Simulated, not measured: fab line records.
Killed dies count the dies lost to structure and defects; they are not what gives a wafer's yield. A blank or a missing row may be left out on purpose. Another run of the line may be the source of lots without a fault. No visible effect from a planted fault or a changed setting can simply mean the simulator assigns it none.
Comparing a struck lot with a sound one :: flow sky130 :: 35 out of 708 route steps
Sound: wafers L230.3, L230.4, L230.5. Wafers struck: L223.2, L223.4, L223.6. Last of all comes the cause.
Each step with rows lists, per side, the tool, then ch with its chambers, then its first start. Under that, the readings that differ: sound wafers :: struck wafers :: difference of the means :: sigmas: that difference in standard deviations of wafers without a fault.
alike: readings whose means differ by less than 2 such deviations, and words and numbers that are the same on both sides. not compared: withheld readings, readings that some wafer has no value for, bounds like >300 that may hide the same value, and numbers for which the record gives no deviation and whose values overlap.
The two part at a step that has a row with sigmas, a row that says differs or no value, or rows on one side only. Non-overlapping numbers with no deviation appear without sigmas and do not part them. Lack of a reading on every wafer of one side parts them only where that side has two or more wafers.

SKY_SD_P_CD_MEAS_07: target cd 380 nm.
  sound on cd sem-02, day 32 11:14; struck on cd sem-01, day 30 01:46
  alike: cd nm
SKY_SD_P_OVL_MEAS_08:
  sound on overlay-02, day 32 11:20; struck on overlay-02, day 30 01:53
  alike: SD_P_OVL
next, for these wafers, 1 step has no rows: SKY_SD_P_IMPLANT_09.
SKY_SD_P_STRIP_10: strips in O2/N2.
  sound on plasma asher-03 ch 0,1, day 32 11:32; struck on plasma asher-01 ch 0, day 30 02:04
reading: oes product au (a.u.)
sound: 0.607 0.614 0.614
struck: 0.622 0.621 0.625
difference: +0.011
sigmas: +2
  alike: drypump motor current A, strip time to endpoint s
  not compared: rf hours counter h
SKY_SD_P_TW_MEAS_11:
  sound on film metro-04, day 32 11:38; struck on film metro-03, day 30 02:10
  alike: SD_P_TW
then, 7 steps without rows for these wafers: SKY_RES_XHIGH_DEHYDRATE_00 (time 60 s); SKY_RES_XHIGH_HMDS_01 (prime time 60 s); SKY_RES_XHIGH_COAT_02 (resist thk 1140 nm); SKY_RES_XHIGH_SOFTBAKE_03 (time 60 s); SKY_RES_XHIGH_EXPOSE_04 (exposes mask URPM, target cd 1270 nm); SKY_RES_XHIGH_PEB_05; SKY_RES_XHIGH_DEVELOP_06 (develop time 60 s).
SKY_RES_XHIGH_IMPLANT_07:
  sound on implanter-04 ch 0, day 33 15:51; struck on implanter-04 ch 0, day 31 05:56
  alike: tilt deg
SKY_RES_XHIGH_STRIP_08: strips in O2/N2.
  sound on plasma asher-02 ch 0,1, day 33 16:05; struck on plasma asher-01 ch 0,1, day 31 06:03
  alike: drypump motor current A, oes product au, strip time to endpoint s
  not compared: rf hours counter h
SKY_RES_XHIGH_TW_MEAS_09:
  sound on film metro-03, day 33 16:10; struck on film metro-03, day 31 06:10
  alike: RES_XHIGH_TW
then, 7 steps without rows for these wafers: SKY_SD_N_DEHYDRATE_00 (time 60 s); SKY_SD_N_HMDS_01 (prime time 60 s); SKY_SD_N_COAT_02 (resist thk 1140 nm); SKY_SD_N_SOFTBAKE_03 (time 60 s); SKY_SD_N_EXPOSE_04 (exposes mask NSDM, target cd 380 nm); SKY_SD_N_PEB_05; SKY_SD_N_DEVELOP_06 (develop time 60 s).
SKY_SD_N_CD_MEAS_07: target cd 380 nm.
  sound on cd sem-01, day 34 19:14; struck on cd sem-01, day 32 10:06
  alike: cd nm
SKY_SD_N_OVL_MEAS_08:
  sound on overlay-01, day 34 19:20; struck on overlay-02, day 32 10:13
  alike: SD_N_OVL
then, 2 steps without rows for these wafers: SKY_SD_N_IMPLANT_09; SKY_SD_N_IMPLANT_10.
SKY_SD_N_STRIP_11: strips in O2/N2.
  sound on plasma asher-03 ch 0,1, day 34 19:41; struck on plasma asher-04 ch 0,1, day 32 10:32
  alike: drypump motor current A, oes product au, strip time to endpoint s
  not compared: rf hours counter h
SKY_SD_N_TW_MEAS_12:
  sound on film metro-01, day 34 19:46; struck on film metro-04, day 32 10:39
  alike: SD_N_TW
then, 1 step without rows for these wafers: SKY_SD_N_CLEAN_13 (cleans in SC1/SC2, time 150 s).
SKY_SD_N_RTA_14: time 2 s.
  sound on rtp anneal-01 ch 0, day 34 19:53; struck on rtp anneal-02 ch 0, day 32 10:46
  alike: anneal temp c max, lamp power pct, wafer_temp_C_max
SKY_SD_N_RS_MEAS_16: the measuring method here is four-point-probe.
  sound on film metro-01, day 34 20:04; struck on film metro-01, day 32 10:56
  alike: SD_N_RS
SKY_SD_N_RS_MEAS_17: the measuring method here is four-point-probe.
  sound on film metro-01, day 34 20:11; struck on film metro-01, day 32 11:04
  alike: SD_P_RS
SKY_SD_N_RS_MEAS_18: the measuring method here is four-point-probe.
  sound on film metro-01, day 34 20:19; struck on film metro-01, day 32 11:11
reading: RES_XHIGH_RS (ohm/sq)
sound: 332.4 332.8 332.8
struck: 355.0 356.2 354.6
difference: +22.6
sigmas: +16
then, 1 step without rows for these wafers: SKY_SALICIDE_CLEAN_00 (cleans in HF-last, time 30 s).
-- the record jumps here: 17 days lie between the struck wafers' starts before and after (it left off in module SALICIDE and takes up again in module PAD_OPEN, whose first step shown is number 708 of the route) --
SKY_PAD_OPEN_PROBE_99:
  sound on prober-02, day 50 16:43; struck on prober-02, day 49 04:13
reading: model.etest.res xhigh po.rs ohm sq range
sound: 76.87 65.25 63.33
struck: 1448 1492 1488
difference: +1408
sigmas: 

reading: model.etest.res xhigh po.rs ohm sq rim less centre
sound: 22.93 41.48 19.41
struck: 269.2 297 289.5
difference: +257.3
sigmas: 
  alike: killed_at_M0_to_M3, killed_at_M4_up, killed at contacts, killed at front end, killed at other, killed dies, killed open, killed short

== WHERE THEY PART ==
First at SKY_SD_P_STRIP_10; last, within this record, at SKY_SD_N_RS_MEAS_18. Later steps at which nothing parts them and some readings are alike: SKY_PAD_OPEN_PROBE_99.

WHY: what the simulator had put in
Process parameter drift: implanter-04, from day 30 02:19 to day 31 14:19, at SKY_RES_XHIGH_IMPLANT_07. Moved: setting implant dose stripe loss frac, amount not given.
